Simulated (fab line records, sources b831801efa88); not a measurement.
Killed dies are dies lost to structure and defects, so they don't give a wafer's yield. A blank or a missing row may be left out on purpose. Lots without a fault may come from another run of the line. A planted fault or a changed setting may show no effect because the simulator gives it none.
fab line records | flow sky130
record lots=6 wafers=18 last_day=50
route steps=708 shown CAP2M@620 METAL4@621 PAD_OPEN@708
lots that met no fault: from a run of the same line without faults
start_h: hours from the record's first day to the start of the lot's first wafer shown | wait_h: hours since the lot's step before | " the same as in the row above | L1.1+2: a row that stands for several wafers | - no value, or no start given | * or withheld: withheld | < > ~ a bound
route shown NAME@n: a module of which the file shows steps, and the number in the route of the first | usual: mean/standard deviation of fault-free wafers | same: alike in all rows | chamber/n: place in a boat | sites: the reading at each site | _std_site: their standard deviation | _edge_site: outer sites' mean less inner sites' | radius_mm: how far each site lies from the wafer's centre | mask NAME#n: copy n | behind: the tool/chamber that last shaped the wafer | hold: why the lot was held/for how many hours/how that ended | device: the transistor (n, p or np) that didn't switch | end of line: the same wafers' tests at the end of the route | a step without rows: its recipe alone | killed: dies lost to structure and defects at the first sort, not the wafer's yield | map: a wafer's dies, x killed, . not, _ none there
set.NAME: the setting as run; set.NAME@STEP: as run at that earlier step | model.NAME: the simulator's own value behind a step, which no gauge read
lots at some steps of the route; a table a step, a row a wafer
services: from which hour (start_h, from the record's first day; less than 0 if before it) a tool's chamber was out of use, for how many hours, and why
## steps
# step SKY_CAP2M_CLEAN_17
# recipe chemistry=O3/DIW dry=n2_spin
# step SKY_METAL4_DEHYDRATE_05
# recipe temp_c=200 time_s=60
# step SKY_METAL4_HMDS_06
# recipe prime_time_s=60 prime_temp_c=120
# step SKY_METAL4_COAT_07
# recipe resist=BARC temp_c=withheld time_s=withheld spin_rpm=3000 resist_thk_nm=60
# step SKY_METAL4_COAT_08
# recipe resist=KrF-thick spin_rpm=3000 resist_thk_nm=1140
# step SKY_METAL4_SOFTBAKE_09
# recipe temp_c=100 time_s=90 resist=KrF-thick
# step SKY_METAL4_EXPOSE_10
# recipe mask_id=MM4 na=0.68 source_shape=annular sigma_inner=0.4 sigma_outer=0.8 target_cd_nm=300 dose_mj=28
# step SKY_METAL4_PEB_11
# recipe peb_temp_c=withheld peb_time_s=withheld resist=KrF-thick
# step SKY_METAL4_DEVELOP_12
# recipe develop_time_s=60 resist=KrF-thick dev_temp_c=21
# step SKY_METAL4_CD_MEAS_13
# recipe target_cd_nm=300
# usual cd_nm=299.7/1.4
# columns lot.wafer tool chamber start_h wait_h cd_nm
L189.1 cd_sem-02 - 1023.50 - 299.2
L189.3 " - " " 300.1
L189.5 " - " " 299.9
L190.1 cd_sem-02 - 1030.15 - 298.6
L190.2 " - " " 297.7
L190.5 " - " " 300.4
L201.3 cd_sem-01 - 1101.50 - 299.5
L201.4 " - " " 299.6
L201.6 " - " " 300.7
L202.1 cd_sem-01 - 1108.18 - 299.5
L202.3 " - " " 298.3
L202.4 " - " " 299.0
L203.2 cd_sem-01 - 1109.20 - 301.0
L203.3 " - " " 300.1
L203.4 " - " " 300.4
L205.1 cd_sem-02 - 1117.87 - 298.5
L205.3 " - " " 298.6
L205.6 " - " " 298.3
# step SKY_METAL4_OVL_MEAS_14
# usual METAL4_OVL=2/5.8
# columns lot.wafer tool chamber start_h wait_h METAL4_OVL[nm]
L189.1 overlay-02 - 1023.62 0.1 5
L189.3 " - " " 1
L189.5 " - " " 3
L190.1 overlay-02 - 1030.27 0.1 -1
L190.2 " - " " 4
L190.5 " - " " 1
L201.3 overlay-02 - 1101.59 0.1 -12
L201.4 " - " " 2
L201.6 " - " " -2
L202.1 overlay-02 - 1108.30 0.1 9
L202.3 " - " " 10
L202.4 " - " " 4
L203.2 overlay-01 - 1109.30 0.1 -3
L203.3 " - " " 4
L203.4 " - " " 0
L205.1 overlay-02 - 1117.99 0.1 7
L205.3 " - " " 11
L205.6 " - " " -5
# step SKY_METAL4_DESCUM_15
# recipe chemistry=O2 source_power_w=150 bias_power_w=0 pressure_mtorr=10 temp_c=40 time_s=8
# usual drypump_motor_current_A=5.78/0.23 oes_product_au=0.998/0.0089
# same time_s=8
# columns lot.wafer tool chamber start_h wait_h drypump_motor_current_A oes_product_au rf_hours_counter_h
L189.1 rie_metal-02 0 1023.65 0.0 6.03 0.997 11
L189.3 " 0 " " 6.04 0.999 -
L189.5 " 1 " " 5.88 0.988 -
L190.1 rie_metal-04 1 1030.30 0.0 5.44 1.005 15
L190.2 " 0 " " 5.85 1.009 20
L190.5 " 0 " " 5.83 1.005 -
L201.3 rie_metal-04 1 1101.63 0.0 5.46 1.004 -
L201.4 " 0 " " 5.86 1.027 -
L201.6 " 1 " " 5.47 1.003 -
L202.1 rie_metal-02 1 1108.33 0.0 5.86 1.000 21
L202.3 " 1 " " 5.85 1.004 -
L202.4 " 0 " " 6.03 1.000 -
L203.2 rie_metal-02 0 1109.33 0.0 6.05 0.991 20
L203.3 " 1 " " 5.85 0.995 -
L203.4 " 0 " " 6.04 0.992 -
L205.1 rie_metal-03 1 1118.03 0.0 5.50 0.988 13
L205.3 " 1 " " 5.50 0.987 -
L205.6 " 0 " " 5.95 0.985 -
# step SKY_METAL4_ETCH_16
# recipe chemistry=N2/H2 target=BARC ion_energy_ev=200 bias_w=100 pressure_mtorr=30 n2_flow_sccm=100 h2_flow_sccm=200 icp_w=500 stop_on=SiO2 time_s=88.2 target_depth_a=600
# usual bias_w=100.0/0.3 drypump_motor_current_A=5.79/0.23 oes_product_au=0.626/0.0047 throttle_valve_pct=13.203/0.0085
# same time_s=88.2
# columns lot.wafer tool chamber start_h wait_h bias_w drypump_motor_current_A oes_product_au rf_hours_counter_h throttle_valve_pct
L189.1 rie_metal-02 0 1023.69 0.0 100.1 6.05 0.635 11 13.199
L189.3 " 0 " " 100.2 6.04 0.624 - 13.203
L189.5 " 1 " " 100.2 5.85 0.624 - 13.186
L190.1 rie_metal-04 1 1030.34 0.0 99.6 5.46 0.630 15 13.192
L190.2 " 0 " " 100.0 5.89 0.629 20 13.220
L190.5 " 0 " " 99.6 5.87 0.628 - 13.191
L201.3 rie_metal-04 1 1101.70 0.1 100.0 5.46 0.615 - 13.203
L201.4 " 0 " " 100.2 5.87 0.629 - 13.221
L201.6 " 1 " " 100.0 5.46 0.628 - 13.212
L202.1 rie_metal-02 1 1108.36 0.0 88.4 5.90 0.629 21 13.202
L202.3 " 1 " " 88.0 5.90 0.628 - 13.196
L202.4 " 0 " " 99.7 6.08 0.629 - 13.194
L203.2 rie_metal-02 0 1109.36 0.0 99.9 6.03 0.627 20 13.202
L203.3 " 1 " " 87.9 5.88 0.624 - 13.188
L203.4 " 0 " " 99.7 6.06 0.634 - 13.197
L205.1 rie_metal-03 1 1118.06 0.0 100.0 5.46 0.624 13 13.205
L205.3 " 1 " " 100.1 5.48 0.628 - 13.206
L205.6 " 0 " " 99.6 5.94 0.630 - 13.201
# step SKY_METAL4_ETCH_17
# recipe target=SiO2 stop_on=TiN chemistry=C4F8/O2/Ar source_w=1500 bias_w=1200 pressure_mtorr=40 c4f8_flow_sccm=withheld O2_flow_sccm=6 Ar_flow_sccm=300 time_s=3.9 target_depth_a=150
# usual bias_w=1200/3.4 oes_product_au=0.756/0.0069
# same time_s=3.9
# columns lot.wafer tool chamber start_h wait_h bias_w oes_product_au
L189.1 rie_diel-03 1 1023.78 0.1 1198 0.749
L189.3 " 0 " " 1200 0.749
L189.5 " 2 " " 1198 0.746
L190.1 rie_diel-01 3 1030.43 0.1 1206 0.758
L190.2 " 2 " " 1198 0.741
L190.5 " 1 " " 1201 0.749
L201.3 rie_diel-03 2 1101.79 0.0 1197 0.754
L201.4 " 3 " " 1202 0.759
L201.6 " 0 " " 1198 0.764
L202.1 rie_diel-01 0 1108.46 0.1 1205 0.754
L202.3 " 1 " " 1200 0.749
L202.4 " 2 " " 1202 0.761
L203.2 rie_diel-04 2 1109.46 0.1 1204 0.754
L203.3 " 3 " " 1199 0.749
L203.4 " 0 " " 1203 0.753
L205.1 rie_diel-03 2 1118.16 0.1 1200 0.749
L205.3 " 0 " " 1199 0.746
L205.6 " 1 " " 1201 0.753
# step SKY_PAD_OPEN_PROBE_99
# usual defect_limited_yield=82.4/1.8 killed_at_M0_to_M3=44/6 killed_at_M4_up=2.9/1.5 killed_at_contacts=24/4.9 killed_at_front_end=16/4.3 killed_at_other=0.3/0.54 killed_dies=87/8.7 killed_open=48/6.7 killed_short=39/5.9 sort_bin_3_pad_short=0.9/0.4 sort_bin_5_function=10.5/1.5 sort_bin_6_memory=6.2/1.1 sort_n_pass=405/8.7 sort_yield_pct=82.4/1.8
# same gross_dies=492 killed_at_back_side=0 sort_bin_4_leakage[%]=0 sort_bin_8_speed[%]=0
# columns lot.wafer tool chamber start_h wait_h defect_limited_yield[%] killed_at_M0_to_M3 killed_at_M4_up killed_at_contacts killed_at_front_end killed_at_other killed_dies killed_open killed_short sort_bin_3_pad_short[%] sort_bin_5_function[%] sort_bin_6_memory[%] sort_n_pass sort_yield_pct[%]
L189.1 prober-02 - 1115.15 0.1 81.5 51 4 19 17 0 91 51 40 1.4 10.6 6.5 401 81.5
L189.3 prober-02 - 1115.25 0.2 82.3 39 2 29 17 0 87 44 43 1.6 10.2 5.9 405 82.3
L189.5 prober-02 - 1115.35 0.2 80.1 44 4 30 19 1 98 55 43 1.0 11.2 7.7 394 80.1
L190.1 prober-01 - 1120.20 0.1 85.6 39 2 18 12 0 71 39 32 0.8 9.6 4.1 421 85.6
L190.2 prober-01 - 1120.25 0.1 85.8 33 3 18 16 0 70 38 32 0.8 8.5 4.9 422 85.8
L190.5 prober-01 - 1120.40 0.2 83.9 43 3 21 12 0 79 42 37 0.2 10.2 5.7 413 83.9
L202.1 prober-01 - 1186.68 0.1 83.9 37 2 28 11 1 79 45 33 0.8 8.1 7.1 413 83.9
L202.3 prober-01 - 1186.78 0.2 84.6 41 2 22 11 0 76 42 34 1.0 8.3 6.1 416 84.6
L202.4 prober-01 - 1186.83 0.2 80.1 46 3 32 17 0 98 56 42 1.6 9.6 8.7 394 80.1
L203.2 prober-02 - 1187.43 0.1 81.7 44 4 22 19 1 90 52 36 0.8 11.2 6.3 402 81.7
L203.3 prober-02 - 1187.48 0.2 85.0 35 1 20 18 0 74 43 31 0.8 9.8 4.5 418 85.0
L203.4 prober-02 - 1187.53 0.2 81.9 47 4 22 16 0 89 48 38 0.8 11.8 5.5 403 81.9
L205.1 prober-02 - 1193.55 0.1 86.0 35 4 14 16 0 69 35 34 0.8 8.9 4.3 423 86.0
L205.3 prober-02 - 1193.65 0.2 77.8 46 5 29 29 0 109 59 50 0.8 14.0 7.3 383 77.8
L205.6 prober-02 - 1193.80 0.2 81.5 41 3 23 24 0 91 45 46 1.2 11.0 6.3 401 81.5
# killed by level:class
L189.1 VIA1:geometric_particle:open=16 VIA3:geometric_particle:open=11 POLY_GATE:geometric_particle:short=7 VIA2:geometric_particle:short=6 METAL2:geometric_particle:short=5 LI_CONTACT:geometric_particle:open=4 CONTACT:geometric_particle:short=4 CONTACT:geometric_particle:open=4
L189.3 CONTACT:geometric_particle:open=8 LI_CONTACT:geometric_particle:open=7 VIA1:geometric_particle:open=7 POLY_GATE:geometric_particle:short=6 CONTACT:geometric_particle:short=6 VIA3:geometric_particle:short=6 FIELD_ISO:geometric_particle:open=5 VIA2:geometric_particle:open=5
L189.5 CONTACT:geometric_particle:open=16 VIA1:geometric_particle:open=11 VIA1:geometric_particle:short=9 POLY_GATE:geometric_particle:open=7 LI_CONTACT:geometric_particle:open=6 VIA3:geometric_particle:open=6 CONTACT:geometric_particle:short=5 FIELD_ISO:geometric_particle:short=4
L190.1 VIA1:geometric_particle:open=12 CONTACT:geometric_particle:open=6 VIA3:geometric_particle:open=6 VIA2:geometric_particle:open=5 METAL2:geometric_particle:short=5 FIELD_ISO:geometric_particle:open=4 CONTACT:geometric_particle:short=4 METAL1:geometric_particle:short=3
L190.2 CONTACT:geometric_particle:open=8 VIA1:geometric_particle:open=8 LI_CONTACT:geometric_particle:open=6 VIA1:geometric_particle:short=6 POLY_GATE:geometric_particle:short=5 METAL1:geometric_particle:short=5 FIELD_ISO:geometric_particle:open=4 POLY_GATE:geometric_particle:open=3
L190.5 VIA1:geometric_particle:open=14 CONTACT:geometric_particle:open=7 METAL1:geometric_particle:short=6 CONTACT:geometric_particle:short=6 VIA1:geometric_particle:short=6 FIELD_ISO:geometric_particle:open=5 POLY_GATE:geometric_particle:short=4 LI_CONTACT:geometric_particle:open=4
L202.1 CONTACT:geometric_particle:open=10 VIA1:geometric_particle:open=9 LI_CONTACT:geometric_particle:open=8 METAL2:geometric_particle:short=6 METAL3:geometric_particle:short=6 CONTACT:geometric_particle:short=5 FIELD_ISO:geometric_particle:open=4 VIA2:geometric_particle:open=4
L202.3 LI_CONTACT:geometric_particle:open=9 CONTACT:geometric_particle:open=8 METAL1:geometric_particle:short=6 VIA1:geometric_particle:open=6 VIA3:geometric_particle:open=6 VIA2:geometric_particle:short=5 VIA2:geometric_particle:open=5 METAL3:geometric_particle:short=4
L202.4 CONTACT:geometric_particle:open=14 VIA2:geometric_particle:open=10 METAL1:geometric_particle:short=8 LI_CONTACT:geometric_particle:open=6 VIA1:geometric_particle:short=6 FIELD_ISO:geometric_particle:open=5 LI_CONTACT:geometric_particle:short=5 VIA1:geometric_particle:open=5
L203.2 VIA1:geometric_particle:open=12 METAL2:geometric_particle:short=8 POLY_GATE:geometric_particle:open=7 CONTACT:geometric_particle:short=7 VIA3:geometric_particle:open=7 VIA2:geometric_particle:open=7 CONTACT:geometric_particle:open=6 LI_CONTACT:geometric_particle:open=5
L203.3 CONTACT:geometric_particle:open=10 VIA3:geometric_particle:open=7 FIELD_ISO:geometric_particle:open=5 METAL2:geometric_particle:short=5 VIA2:geometric_particle:open=5 FIELD_ISO:geometric_particle:short=4 POLY_GATE:geometric_particle:open=4 LI_CONTACT:geometric_particle:open=4
L203.4 VIA1:geometric_particle:open=11 CONTACT:geometric_particle:open=10 VIA2:geometric_particle:open=8 METAL1:geometric_particle:short=6 FIELD_ISO:geometric_particle:open=5 CONTACT:geometric_particle:short=5 VIA3:geometric_particle:open=5 POLY_GATE:geometric_particle:short=4
L205.1 VIA1:geometric_particle:open=7 VIA2:geometric_particle:open=6 VIA3:geometric_particle:open=6 FIELD_ISO:geometric_particle:short=5 VIA1:geometric_particle:short=5 FIELD_ISO:geometric_particle:open=4 POLY_GATE:geometric_particle:short=4 CONTACT:geometric_particle:open=4
L205.3 VIA3:geometric_particle:open=10 VIA1:geometric_particle:open=10 CONTACT:geometric_particle:open=9 FIELD_ISO:geometric_particle:short=8 LI_CONTACT:geometric_particle:open=8 VIA2:geometric_particle:open=7 POLY_GATE:geometric_particle:open=6 METAL1:geometric_particle:short=6
L205.6 POLY_GATE:geometric_particle:open=8 CONTACT:geometric_particle:open=8 VIA2:geometric_particle:open=7 METAL1:geometric_particle:short=7 VIA1:geometric_particle:short=6 VIA1:geometric_particle:open=6 FIELD_ISO:geometric_particle:short=5 CONTACT:geometric_particle:short=5
## services
# columns tool chamber start_h hours kind
rie_metal-03 - 1010.43 2.8 pm
rie_diel-04 - 1017.37 0.2 repair
rie_metal-03 - 1019.02 0.5 repair
rie_diel-01 1 1036.50 9.4 repair
rie_metal-02 1 1044.91 40.5 repair
rie_diel-03 2 1075.81 5.5 repair
rie_diel-01 1 1089.30 1.7 repair
rie_metal-02 1 1092.16 3.1 repair
rie_metal-04 - 1117.75 1.0 repair
## key
first_sign step=SKY_METAL4_ETCH_16 reading=bias_w direction=down sigmas=39 usual=100.0 struck=88.1
effect none on later readings
met_at SKY_METAL4_ETCH_16
struck_wafers L202.1,L202.3,L203.3
onset_between 1023.69 1108.36
fault kind=process_parameter_drift tool=rie_metal-02 chamber=1 onset_h=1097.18 steps=SKY_METAL4_ETCH_16 channel=bias_w offset=-11.98 shape=step end_h=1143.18 acts_in=these_recipes_only stated=100
